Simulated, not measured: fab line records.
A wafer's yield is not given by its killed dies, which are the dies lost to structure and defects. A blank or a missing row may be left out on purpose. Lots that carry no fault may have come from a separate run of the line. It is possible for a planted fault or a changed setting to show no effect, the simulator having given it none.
Shared-tool check | flow gf180mcu | 11 lots and 39 wafers in the sample

== REASON FOR OPENING ==
On 2 of the 11 lots, a flag is raised at GF_M1_CD_MEAS_14 on the reading cd-nm. Wafers without a fault read 230.0 nm, standard deviation 1.3.
Rule: a lot gets a flag if all its wafers with a number sit over 4 standard deviations from that mean, or if no wafer of it has a number. The other lots count as sound.

lot  | measured     | on        | cd-nm (nm), wafer by wafer          | flag
L848 | day 17 03:24 | cd-sem-02 | 229.8 229.4 229.2                   |
L850 | day 17 19:44 | cd-sem-01 | 230.3 231.2 230.9                   |
L851 | day 17 22:18 | cd-sem-02 | 231.6 231.4 231.4                   |
L854 | day 19 02:08 | cd-sem-02 | 229.2 229.3 229.8                   |
L855 | day 19 15:04 | cd-sem-02 | 229.3 229.1 228.6                   |
L860 | day 21 10:44 | cd-sem-01 | 229.7 229.3 230.1                   |
L862 | day 22 08:25 | cd-sem-02 | 229.7 228.6 231.0                   |
L863 | day 22 20:20 | cd-sem-02 | 231.0 230.8 231.0                   |
L864 | day 23 00:43 | cd-sem-01 | 213.4 213.9 213.5 213.5 214.0 213.2 | FLAGGED
L865 | day 23 17:17 | cd-sem-02 | 217.0 217.5 218.4 216.9 217.5 217.7 | FLAGGED
L867 | day 24 09:38 | cd-sem-02 | 229.9 229.8 229.7                   |
Average over the flagged lots: 215.5 nm; offset from the usual -14.5 nm, equal to -11 standard deviations.

== EACH LOT AND THE TOOL IT RAN ON ==
Before the reading, the record contains 3 process steps out of a 602-step route. Read each cell as the tool, then ch plus the chambers that the sampled wafers visited, then the start.
lot  | flag    | GF_CONTACT_ETCH_17                            | GF_CONTACT_SPUTTER_23        | GF_M1_PEB_12
L848 |         | rie-diel-02 ch 0,1,3, day 16 03:07 or earlier | pvd-sputter-02, day 16 03:07 | litho-track-03 ch 0, day 17 03:04
L850 |         | rie-diel-02 ch 0,1, day 16 19:22 or earlier   | pvd-sputter-04, day 16 19:22 | litho-track-02 ch 0, day 17 19:23
L851 |         | rie-diel-03 ch 0,2, day 16 22:50 or earlier   | pvd-sputter-03, day 16 22:50 | litho-track-03 ch 0, day 17 21:58
L854 |         | rie-diel-03 ch 0,3, day 18 01:02 or earlier   | pvd-sputter-03, day 18 01:02 | litho-track-01 ch 0, day 19 01:48
L855 |         | rie-diel-03 ch 2,3, day 18 13:54 or earlier   | pvd-sputter-02, day 18 13:54 | litho-track-01 ch 0, day 19 14:43
L860 |         | rie-diel-03 ch 1,2,3, day 20 10:05 or earlier | pvd-sputter-02, day 20 10:05 | litho-track-03 ch 0, day 21 10:23
L862 |         | rie-diel-03 ch 0,3, day 21 08:10 or earlier   | pvd-sputter-03, day 21 08:10 | litho-track-01 ch 0, day 22 08:04
L863 |         | rie-diel-02 ch 0,1,2, day 21 20:41 or earlier | pvd-sputter-04, day 21 20:41 | litho-track-01 ch 0, day 22 19:58
L864 | FLAGGED | rie-diel-03 ch 0,1,3, day 22 01:14 or earlier | pvd-sputter-02, day 22 01:14 | litho-track-03 ch 0, day 23 00:24
L865 | FLAGGED | rie-diel-02 ch 1,2, day 22 17:59 or earlier   | pvd-sputter-04, day 22 17:59 | litho-track-03 ch 0, day 23 16:56
L867 |         | rie-diel-03 ch 0,1,3, day 23 10:59 or earlier | pvd-sputter-04, day 23 10:59 | litho-track-02 ch 0, day 24 09:17
What these steps do:
- GF_CONTACT_ETCH_17: etches SiO2 in C4F8/O2/Ar, stops on CoSi2, target depth 860 nm.
- GF_CONTACT_SPUTTER_23: material TiN, target thk 10 nm, time 40 s.
- GF_M1_PEB_12: peb time 90 s.
- GF_M1_CD_MEAS_14: target cd 230 nm.

== FLAGGED AGAINST TOTAL, ONE TOOL AT A TIME (gauges that did the reading follow at the end) ==
step                  | tool           | lots run | flagged | share of the flagged lots | sound lots run after its first flagged lot
GF_CONTACT_ETCH_17    | rie-diel-02    | 4        | 1       | some                      | 0
GF_CONTACT_ETCH_17    | rie-diel-03    | 7        | 1       | some                      | 1 (L867)
GF_CONTACT_SPUTTER_23 | pvd-sputter-02 | 4        | 1       | some                      | 0
GF_CONTACT_SPUTTER_23 | pvd-sputter-03 | 3        | 0       | none                      | -
GF_CONTACT_SPUTTER_23 | pvd-sputter-04 | 4        | 1       | some                      | 1 (L867)
GF_M1_PEB_12          | litho-track-01 | 4        | 0       | none                      | -
GF_M1_PEB_12          | litho-track-02 | 2        | 0       | none                      | -
GF_M1_PEB_12          | litho-track-03 | 5        | 2       | all                       | 0
GF_M1_CD_MEAS_14      | cd-sem-01      | 3        | 1       | some                      | 0
GF_M1_CD_MEAS_14      | cd-sem-02      | 8        | 1       | some                      | 1 (L867)
GF_CONTACT_ETCH_17: start missing for some lots; hours and lot order therefore follow GF_CONTACT_SPUTTER_23.

== WHAT IS ALLOWED BY THE TABLE ==
In the table, 1 row covers all flagged lots: litho-track-03 at GF_M1_PEB_12.
- litho-track-03 at GF_M1_PEB_12: 2 of its 5 lots flagged. Its last sound lot is L860 (day 21 10:23), its first flagged lot L864 (day 23 00:24): a fault that began between those two fits. Its own readings lie more than 4 standard deviations out on every wafer of the flagged lots: heater-power-total-W, plate-temp-C.
litho-track-03 at GF_M1_PEB_12 is the single tool remaining.

== WHAT THE SIMULATOR HAD INSERTED ==
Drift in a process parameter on litho-track-03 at GF_M1_PEB_12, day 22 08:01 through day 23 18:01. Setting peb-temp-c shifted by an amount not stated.
Lots struck among those shown: L864, L865. The same result came from the rule above.
